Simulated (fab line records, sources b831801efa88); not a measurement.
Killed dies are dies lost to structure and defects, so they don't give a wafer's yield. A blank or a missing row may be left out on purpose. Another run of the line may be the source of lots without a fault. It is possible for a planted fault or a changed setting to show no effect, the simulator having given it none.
Which tool was responsible? :: flow gf180mcu :: 11 lots with 33 wafers sampled at 4 steps, on a route of 602 steps

== WHAT THE GAUGES READ, wafer by wafer ==
GF_V4_THK_MEAS_01. Usual: V4_CVD_00_THK 597 nm, standard deviation 5.6.
lot: L564
measured: day 23 15:08
on: filmMetro-02
V4_CVD_00_THK (nm): 589 592 593
flag: 

lot: L565
measured: day 24 00:19
on: filmMetro-02
V4_CVD_00_THK (nm): 586 588 590
flag: 

lot: L566
measured: day 24 08:10
on: filmMetro-03
V4_CVD_00_THK (nm): 600 598 599
flag: 

lot: L567
measured: day 24 13:12
on: filmMetro-03
V4_CVD_00_THK (nm): 597 594 600
flag: 

lot: L569
measured: day 25 02:13
on: filmMetro-03
V4_CVD_00_THK (nm): 593 600 601
flag: 

lot: L573
measured: day 26 12:52
on: filmMetro-01
V4_CVD_00_THK (nm): 594 597 596
flag: 

lot: L574
measured: day 26 18:07
on: filmMetro-02
V4_CVD_00_THK (nm): 607 601 600
flag: 

lot: L579
measured: day 28 10:13
on: filmMetro-01
V4_CVD_00_THK (nm): 605 605 595
flag: 

lot: L581
measured: day 28 23:30
on: filmMetro-03
V4_CVD_00_THK (nm): 596 595 596
flag: 

lot: L586
measured: day 30 04:17
on: filmMetro-03
V4_CVD_00_THK (nm): 593 589 592
flag: 

lot: L587
measured: day 30 12:40
on: filmMetro-02
V4_CVD_00_THK (nm): 600 599 603
flag: 

GF_V5_THK_MEAS_01. Usual: V5_CVD_00_THK 299.2 nm, standard deviation 2.9.
lot: L564
measured: day 26 11:25
on: filmMetro-03
V5_CVD_00_THK (nm): 298.3 296.7 296.5
flag: 

lot: L565
measured: day 26 19:22
on: filmMetro-01
V5_CVD_00_THK (nm): 299.2 299.5 302.0
flag: 

lot: L566
measured: day 27 05:06
on: filmMetro-03
V5_CVD_00_THK (nm): 291.5 294.5 294.0
flag: 

lot: L567
measured: day 27 07:55
on: filmMetro-03
V5_CVD_00_THK (nm): 298.1 298.4 297.8
flag: 

lot: L569
measured: day 27 20:52
on: filmMetro-04
V5_CVD_00_THK (nm): 295.0 296.0 298.1
flag: 

lot: L573
measured: day 29 06:22
on: filmMetro-03
V5_CVD_00_THK (nm): 300.2 300.1 297.5
flag: 

lot: L574
measured: day 29 09:06
on: filmMetro-03
V5_CVD_00_THK (nm): 297.3 298.6 297.1
flag: 

lot: L579
measured: day 30 22:07
on: filmMetro-01
V5_CVD_00_THK (nm): 300.0 300.9 297.5
flag: 

lot: L581
measured: day 31 09:58
on: filmMetro-01
V5_CVD_00_THK (nm): 302.0 302.1 296.7
flag: 

lot: L586
measured: day 32 12:10
on: filmMetro-03
V5_CVD_00_THK (nm): 303.4 303.1 298.0
flag: 

lot: L587
measured: day 32 19:07
on: filmMetro-03
V5_CVD_00_THK (nm): 299.1 300.0 303.0
flag: 

== EACH LOT AND THE TOOL THAT RAN IT (in order: tool; ch and the chambers of the sampled wafers; start) ==
lot: L564
GF_M5_METAL_ETCH_10: rieMetal-02 ch 0, day 26 10:29
GF_M5_STRIP_11: plasmaAsher-01 ch 0,1, day 26 10:41

lot: L565
GF_M5_METAL_ETCH_10: rieMetal-02 ch 0,1, day 26 18:40
GF_M5_STRIP_11: plasmaAsher-01 ch 0,1, day 26 18:46

lot: L566
GF_M5_METAL_ETCH_10: rieMetal-04 ch 1, day 27 04:25
GF_M5_STRIP_11: plasmaAsher-01 ch 0, day 27 04:31

lot: L567
GF_M5_METAL_ETCH_10: rieMetal-02 ch 0, day 27 07:13
GF_M5_STRIP_11: plasmaAsher-03 ch 0,1, day 27 07:19

lot: L569
GF_M5_METAL_ETCH_10: rieMetal-02 ch 0,1, day 27 20:09
GF_M5_STRIP_11: plasmaAsher-01 ch 0,1, day 27 20:16

lot: L573
GF_M5_METAL_ETCH_10: rieMetal-04 ch 0,1, day 29 05:40
GF_M5_STRIP_11: plasmaAsher-01 ch 0,1, day 29 05:47

lot: L574
GF_M5_METAL_ETCH_10: rieMetal-02 ch 0,1, day 29 08:24
GF_M5_STRIP_11: plasmaAsher-02 ch 0,1, day 29 08:31

lot: L579
GF_M5_METAL_ETCH_10: rieMetal-04 ch 0,1, day 30 21:25
GF_M5_STRIP_11: plasmaAsher-03 ch 0,1, day 30 21:32

lot: L581
GF_M5_METAL_ETCH_10: rieMetal-04 ch 0,1, day 31 09:16
GF_M5_STRIP_11: plasmaAsher-02 ch 0,1, day 31 09:23

lot: L586
GF_M5_METAL_ETCH_10: rieMetal-01 ch 0,1, day 32 11:28
GF_M5_STRIP_11: plasmaAsher-03 ch 0,1, day 32 11:35

lot: L587
GF_M5_METAL_ETCH_10: rieMetal-02 ch 1, day 32 18:25
GF_M5_STRIP_11: plasmaAsher-02 ch 0, day 32 18:32
- GF_M5_METAL_ETCH_10: etches the open film in Cl2/BCl3, stops on SiO2, target depth 627.5 nm, time 104.6 s.
- GF_M5_STRIP_11: strips in O2/N2.

== WHAT THE TOOLS THEMSELVES READ (means of the sampled wafers that have a number; where no wafer has one, the mark that the record gives instead) ==
GF_M5_METAL_ETCH_10. Usual: drypumpMotorCurrentA 5.96 A, standard deviation 0.29; oesProductAu 0.974 a.u., standard deviation 0.0056; runLengthS 132.9 s, standard deviation 0.37; throttleValvePct 28.248 %, standard deviation 0.0094.
lot: L564
tool: rieMetal-02
drypumpMotorCurrentA (A): 6.04
oesProductAu (a.u.): 0.976
runLengthS (s): 133.0
throttleValvePct (%): 28.250
flag: 

lot: L565
tool: rieMetal-02
drypumpMotorCurrentA (A): 5.97
oesProductAu (a.u.): 0.976
runLengthS (s): 133.2
throttleValvePct (%): 28.237
flag: 

lot: L566
tool: rieMetal-04
drypumpMotorCurrentA (A): 5.49
oesProductAu (a.u.): 0.974
runLengthS (s): 132.4
throttleValvePct (%): 28.252
flag: 

lot: L567
tool: rieMetal-02
drypumpMotorCurrentA (A): 6.04
oesProductAu (a.u.): 0.976
runLengthS (s): 132.9
throttleValvePct (%): 28.246
flag: 

lot: L569
tool: rieMetal-02
drypumpMotorCurrentA (A): 5.95
oesProductAu (a.u.): 0.980
runLengthS (s): 133.0
throttleValvePct (%): 28.247
flag: 

lot: L573
tool: rieMetal-04
drypumpMotorCurrentA (A): 6.10
oesProductAu (a.u.): 0.978
runLengthS (s): 132.4
throttleValvePct (%): 28.250
flag: 

lot: L574
tool: rieMetal-02
drypumpMotorCurrentA (A): 5.97
oesProductAu (a.u.): 0.977
runLengthS (s): 133.0
throttleValvePct (%): 28.239
flag: 

lot: L579
tool: rieMetal-04
drypumpMotorCurrentA (A): 5.79
oesProductAu (a.u.): 0.938
runLengthS (s): 138.8
throttleValvePct (%): 28.292
flag: OFF

lot: L581
tool: rieMetal-04
drypumpMotorCurrentA (A): 5.79
oesProductAu (a.u.): 0.948
runLengthS (s): 138.9
throttleValvePct (%): 28.277
flag: OFF

lot: L586
tool: rieMetal-01
drypumpMotorCurrentA (A): 5.88
oesProductAu (a.u.): 0.975
runLengthS (s): 132.8
throttleValvePct (%): 28.251
flag: 

lot: L587
tool: rieMetal-02
drypumpMotorCurrentA (A): 5.91
oesProductAu (a.u.): 0.979
runLengthS (s): 133.2
throttleValvePct (%): 28.245
flag: 

GF_M5_STRIP_11. Usual: drypumpMotorCurrentA 5.8 A, standard deviation 0.49; heaterPowerW 354 W, standard deviation 30; oesProductAu 0.543 a.u., standard deviation 0.0051; stripTimeToEndpointS 7.52 s, standard deviation 0.045.
lot: L564
tool: plasmaAsher-01
drypumpMotorCurrentA (A): 5.3
heaterPowerW (W): 373
oesProductAu (a.u.): 0.548
stripTimeToEndpointS (s): 7.52
flag: 

lot: L565
tool: plasmaAsher-01
drypumpMotorCurrentA (A): 5.2
heaterPowerW (W): 338
oesProductAu (a.u.): 0.548
stripTimeToEndpointS (s): 7.52
flag: 

lot: L566
tool: plasmaAsher-01
drypumpMotorCurrentA (A): 5.1
heaterPowerW (W): 300
oesProductAu (a.u.): 0.539
stripTimeToEndpointS (s): 7.47
flag: 

lot: L567
tool: plasmaAsher-03
drypumpMotorCurrentA (A): 5.9
heaterPowerW (W): 362
oesProductAu (a.u.): 0.543
stripTimeToEndpointS (s): 7.54
flag: 

lot: L569
tool: plasmaAsher-01
drypumpMotorCurrentA (A): 5.3
heaterPowerW (W): 373
oesProductAu (a.u.): 0.542
stripTimeToEndpointS (s): 7.52
flag: 

lot: L573
tool: plasmaAsher-01
drypumpMotorCurrentA (A): 5.2
heaterPowerW (W): 330
oesProductAu (a.u.): 0.545
stripTimeToEndpointS (s): 7.50
flag: 

lot: L574
tool: plasmaAsher-02
drypumpMotorCurrentA (A): 6.0
heaterPowerW (W): 343
oesProductAu (a.u.): 0.544
stripTimeToEndpointS (s): 7.59
flag: 

lot: L579
tool: plasmaAsher-03
drypumpMotorCurrentA (A): 5.7
heaterPowerW (W): 352
oesProductAu (a.u.): 0.542
stripTimeToEndpointS (s): 7.36
flag: OFF

lot: L581
tool: plasmaAsher-02
drypumpMotorCurrentA (A): 6.4
heaterPowerW (W): 354
oesProductAu (a.u.): 0.539
stripTimeToEndpointS (s): 7.32
flag: OFF

lot: L586
tool: plasmaAsher-03
drypumpMotorCurrentA (A): 5.7
heaterPowerW (W): 356
oesProductAu (a.u.): 0.547
stripTimeToEndpointS (s): 7.56
flag: 

lot: L587
tool: plasmaAsher-02
drypumpMotorCurrentA (A): 6.6
heaterPowerW (W): 365
oesProductAu (a.u.): 0.544
stripTimeToEndpointS (s): 7.52
flag: 

== THE ANSWER, worked out from the rows above alone ==
Rule: lot off if the mean of its wafers having a number is beyond 3 standard deviations from the usual mean. Also off: a lot with no number at a reading for which 4 or more lots have one. The other lots that the step has rows for count as sound. First the gauges in route order, then the tools' own readings, where a lot's mean is used as printed above. At the first step where some lot is off, the reading lying furthest off is the one used; lots without a number count as furthest.
Off, at GF_M5_METAL_ETCH_10 on runLengthS: L579, L581.
A tool fits if, at that step or a process step before it, it ran every lot that is off, and no sound lot after the first of them. One candidate fits, namely rieMetal-04 at GF_M5_METAL_ETCH_10. A fault onset in the window from L573 (day 29 05:40, its last sound lot) to L579 (day 30 21:25, its first lot off) fits.
The tool's own readings at GF_M5_METAL_ETCH_10 bear it out: on the lots that are off they differ by more than 5 times the standard deviation of the sound lots' means. oesProductAu reads 0.943 a.u. there against 0.977 a.u. on the sound lots; runLengthS reads 138.9 s there against 132.9 s on the sound lots; throttleValvePct reads 28.285 % there against 28.246 % on the sound lots.

== WHAT THE SIMULATOR PUT IN ==
rieMetal-04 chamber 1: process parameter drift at GF_M5_METAL_ETCH_10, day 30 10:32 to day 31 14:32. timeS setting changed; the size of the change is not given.
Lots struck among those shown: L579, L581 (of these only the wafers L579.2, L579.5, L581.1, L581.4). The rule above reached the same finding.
